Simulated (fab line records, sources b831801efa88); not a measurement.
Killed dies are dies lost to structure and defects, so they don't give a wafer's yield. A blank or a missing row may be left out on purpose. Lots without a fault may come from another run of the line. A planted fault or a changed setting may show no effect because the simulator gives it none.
Chamber matching | flow gf180mcu | GF_V3_CMP_04 on cmp-01: 3 sister chambers
The step polishes SiO2. 18 wafers are shown with their chamber, then 6 later ones without.

WAFERS WITH THEIR CHAMBER
wafer  | chamber | motor_current_A (A) | time_to_endpoint_s (s)
L574.1 | 3       | 12.7                | 89
L574.3 | 0       | 11.4                | 85
L574.5 | 1       | 11.0                | 87
L576.1 | 0       | 11.2                | 80
L576.4 | 1       | 11.3                | 80
L576.5 | 1       | 11.0                | 80
L578.3 | 1       | 11.5                | 81
L578.5 | 3       | 13.5                | 84
L578.6 | 0       | 11.2                | 86
L577.1 | 1       | 10.9                | 83
L577.2 | 3       | 12.5                | 84
L577.3 | 0       | 11.1                | 78
L581.3 | 1       | 11.3                | 84
L581.5 | 0       | 11.1                | 92
L581.6 | 1       | 10.9                | 86
L591.1 | 0       | 11.6                | 84
L591.3 | 1       | 10.8                | 76
L591.4 | 3       | 13.0                | 84

SIGNATURES (means of the wafers above)
reading            | chamber 0 | chamber 1 | chamber 3 | scatter within a chamber
motor_current_A    | 11.267    | 11.088    | 12.925    | 0.282
time_to_endpoint_s | 84.17     | 82.12     | 85.25     | 3.92
Rule: a wafer's distance from a chamber is the root of the sum, over the readings, of the square of ((its reading less the chamber's mean) divided by the reading's scatter). The wafer belongs to the nearest chamber; if the next one is less than 2 further off, it can't be placed. The scatter: the root of (the sum of the squares of (reading less its chamber's mean) over the shown wafers, divided by (wafers less chambers)).

WAFERS WITHOUT THEIR CHAMBER
wafer  | motor_current_A (A) | time_to_endpoint_s (s)
L592.2 | 11.0                | 83
L592.6 | 12.8                | 86
L593.2 | 10.7                | 86
L593.5 | 11.3                | 93
L593.6 | 12.2                | 87
L594.4 | 11.9                | 80

WHICH CHAMBER EACH WENT THROUGH
wafer  | from the rows above          | in truth
L592.2 | can't be placed: 1 or 0      | 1
L592.6 | 3                            | 3
L593.2 | can't be placed: 1 or 0      | 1
L593.5 | can't be placed: 0 or 1      | 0
L593.6 | can't be placed: 3 or 0 or 1 | 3
L594.4 | can't be placed: 0 or 1 or 3 | 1
Placed correctly: 1 of 6. Can't be placed from these rows: 5 (the true chamber is among the candidates in 5). Placed wrongly: 0.
